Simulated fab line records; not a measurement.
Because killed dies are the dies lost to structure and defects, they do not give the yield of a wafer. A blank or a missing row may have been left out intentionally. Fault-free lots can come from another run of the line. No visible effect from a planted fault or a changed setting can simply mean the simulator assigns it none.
Which of the tools did it? | flow gf180mcu | Sampling: 12 lots, 36 wafers, 6 of 602 route steps

WHAT THE GAUGES READ, wafer by wafer
GF_M1_RS_MEAS_05: the measuring method here is four-point-probe.
lot  | measured     | on            | M1_ALCU_RS (ohm/sq)
L486 | day 16 06:16 | film-metro-04 | 0.0693 0.0696 0.0688
L487 | day 16 19:34 | film-metro-01 | 0.0687 0.0681 0.0683
L488 | day 17 03:11 | film-metro-04 | 0.0701 0.0700 0.0694
L489 | day 17 07:45 | film-metro-01 | 0.0696 0.0695 0.0702
L491 | day 18 00:07 | film-metro-04 | 0.0704 0.0612 0.0698 0.0703 0.0610 0.0699
L502 | day 22 08:30 | film-metro-01 | 0.0683 0.0681 0.0683
L503 | day 23 03:40 | film-metro-01 | 0.0704 0.0700 0.0692
L505 | day 23 09:28 | film-metro-04 | 0.0689 0.0693 0.0697
L506 | day 23 16:49 | film-metro-03 | 0.0695 0.0691 0.0687
L507 | day 23 23:48 | film-metro-01 | 0.0693 0.0693 0.0700
L508 | day 24 11:54 | film-metro-01 | 0.0689 0.0693 0.0687
L509 | day 24 15:16 | film-metro-03 | 0.0690 0.0689 0.0694

GF_M1_THK_MEAS_06: measures by xrf.
lot  | measured     | on            | M1_ALCU_THK (nm)
L486 | day 16 06:22 | film-metro-04 | 455 452 458
L487 | day 16 19:41 | film-metro-01 | 460 459 459
L488 | day 17 03:17 | film-metro-04 | 447 450 454
L489 | day 17 07:52 | film-metro-01 | 454 452 448
L491 | day 18 05:26 | film-metro-04 | 450 517 453 447 515 455
L502 | day 22 08:37 | film-metro-01 | 458 462 458
L503 | day 23 03:47 | film-metro-01 | 448 453 456
L505 | day 23 09:35 | film-metro-04 | 458 456 455
L506 | day 23 16:56 | film-metro-03 | 451 453 453
L507 | day 23 23:55 | film-metro-01 | 454 455 450
L508 | day 24 12:00 | film-metro-01 | 458 455 457
L509 | day 24 15:23 | film-metro-03 | 452 453 448

GF_M2_CD_MEAS_14: the cd target is 280 nm.
lot  | measured     | on        | cd-nm (nm)
L486 | day 19 07:48 | cd-sem-02 | 278.2 277.4 278.4
L487 | day 19 21:47 | cd-sem-02 | 281.8 279.3 280.6
L488 | day 20 07:22 | cd-sem-01 | 280.3 280.3 281.7
L489 | day 20 11:25 | cd-sem-02 | 280.8 281.0 279.7
L491 | day 21 03:35 | cd-sem-02 | 280.2 279.2 280.7
L502 | day 25 06:14 | cd-sem-01 | 281.3 280.4 280.4
L503 | day 26 00:56 | cd-sem-01 | 281.0 280.2 281.2
L505 | day 26 05:17 | cd-sem-01 | 278.8 278.5 279.1
L506 | day 26 12:44 | cd-sem-01 | 278.9 278.9 279.7
L507 | day 26 22:28 | cd-sem-02 | 281.2 281.3 281.1
L508 | day 27 04:49 | cd-sem-02 | 279.8 280.5 281.0
L509 | day 27 09:53 | cd-sem-02 | 279.8 279.7 280.7

TOOL THAT RAN EACH LOT (tool first, then ch and the chambers of the sampled wafers, then the start)
lot  | GF_M1_SPUTTER_00             | GF_M1_SPUTTER_02             | GF_M2_SPUTTER_04
L486 | pvd-sputter-02, day 16 06:01 | pvd-sputter-02, day 16 06:09 | pvd-sputter-03, day 18 07:57
L487 | pvd-sputter-01, day 16 19:20 | pvd-sputter-01, day 16 19:28 | pvd-sputter-02, day 18 21:21
L488 | pvd-sputter-01, day 17 02:56 | pvd-sputter-01, day 17 03:04 | pvd-sputter-02, day 19 06:28
L489 | pvd-sputter-02, day 17 07:32 | pvd-sputter-02, day 17 07:40 | pvd-sputter-03, day 19 11:05
L491 | pvd-sputter-02, day 17 23:53 | pvd-sputter-02, day 18 00:01 | pvd-sputter-03, day 20 03:22
L502 | pvd-sputter-01, day 22 08:16 | pvd-sputter-01, day 22 08:23 | pvd-sputter-03, day 24 10:02
L503 | pvd-sputter-02, day 23 03:27 | pvd-sputter-02, day 23 03:35 | pvd-sputter-04, day 25 03:19
L505 | pvd-sputter-02, day 23 09:14 | pvd-sputter-02, day 23 09:22 | pvd-sputter-03, day 25 07:35
L506 | pvd-sputter-03, day 23 16:35 | pvd-sputter-03, day 23 16:43 | pvd-sputter-02, day 25 15:20
L507 | pvd-sputter-03, day 23 23:34 | pvd-sputter-03, day 23 23:41 | pvd-sputter-04, day 26 01:07
L508 | pvd-sputter-01, day 24 11:38 | pvd-sputter-01, day 24 11:46 | pvd-sputter-02, day 26 08:23
L509 | pvd-sputter-02, day 24 15:02 | pvd-sputter-02, day 24 15:10 | pvd-sputter-02, day 26 13:13
- GF_M1_SPUTTER_00: material Ti, target thk 37.5 nm, time 150 s.
- GF_M1_SPUTTER_02: material AlCu, target thk 450 nm, time 23.9 s.
- GF_M2_SPUTTER_04: material TiN, target thk 50 nm, time 41.7 s.

WHAT THE TOOLS THEMSELVES READ (means of the sampled wafers that have a number; where no wafer has one, the mark that the record gives instead)
GF_M1_SPUTTER_00.
lot  | tool           | throttle-valve-pct (%)
L486 | pvd-sputter-02 | 30.9
L487 | pvd-sputter-01 | 29.9
L488 | pvd-sputter-01 | 28.6
L489 | pvd-sputter-02 | 31.1
L491 | pvd-sputter-02 | 29.3
L502 | pvd-sputter-01 | 29.0
L503 | pvd-sputter-02 | 30.7
L505 | pvd-sputter-02 | 31.0
L506 | pvd-sputter-03 | 29.7
L507 | pvd-sputter-03 | 30.2
L508 | pvd-sputter-01 | 29.5
L509 | pvd-sputter-02 | 31.0

GF_M1_SPUTTER_02.
lot  | tool           | throttle-valve-pct (%)
L486 | pvd-sputter-02 | 30.8
L487 | pvd-sputter-01 | 29.9
L488 | pvd-sputter-01 | 28.7
L489 | pvd-sputter-02 | 31.2
L491 | pvd-sputter-02 | 29.2
L502 | pvd-sputter-01 | 29.0
L503 | pvd-sputter-02 | 30.9
L505 | pvd-sputter-02 | 31.0
L506 | pvd-sputter-03 | 29.8
L507 | pvd-sputter-03 | 30.1
L508 | pvd-sputter-01 | 29.4
L509 | pvd-sputter-02 | 31.0

GF_M2_SPUTTER_04.
lot  | tool           | throttle-valve-pct (%)
L486 | pvd-sputter-03 | 30.0
L487 | pvd-sputter-02 | 30.0
L488 | pvd-sputter-02 | 29.9
L489 | pvd-sputter-03 | 30.4
L491 | pvd-sputter-03 | 30.2
L502 | pvd-sputter-03 | 30.8
L503 | pvd-sputter-04 | 30.5
L505 | pvd-sputter-03 | 30.1
L506 | pvd-sputter-02 | 31.1
L507 | pvd-sputter-04 | 31.6
L508 | pvd-sputter-02 | 30.3
L509 | pvd-sputter-02 | 30.8

THE ANSWER, worked out from the rows above alone
Rule: the usual values come from the lots themselves. The widest of any qualifying gaps counts: lots, ordered by their means at a reading, are off when they make up no more than a third of the lots, leave a main group of 4 or more, and stand apart from it by 3 or more times the standard deviation of that group's means. Not used: any main group whose means are identical at the precision the tables above print for the reading. A lot without any number at a reading at which 4 lots or more have one is off too. Where the step has rows for the other lots, those lots are counted as sound. The gauges are gone through in route order, then the tools' own readings, and for those a lot's mean is taken as printed above. The first step at which some lot is off is used, and at that step the reading that is off furthest; a lot without a number counts as furthest.
Off: L491, seen at GF_M1_THK_MEAS_06 (M1_ALCU_THK). The main group has a mean of 454 nm with a standard deviation of 3.1.
If a tool, at a process step before that reading, ran all the lots that are off and no sound lot after the first of them, it fits. Gauges at GF_M1_THK_MEAS_06: tried the same way as those tools. None of those tried fits.

WHAT WAS PUT IN BY THE SIMULATOR
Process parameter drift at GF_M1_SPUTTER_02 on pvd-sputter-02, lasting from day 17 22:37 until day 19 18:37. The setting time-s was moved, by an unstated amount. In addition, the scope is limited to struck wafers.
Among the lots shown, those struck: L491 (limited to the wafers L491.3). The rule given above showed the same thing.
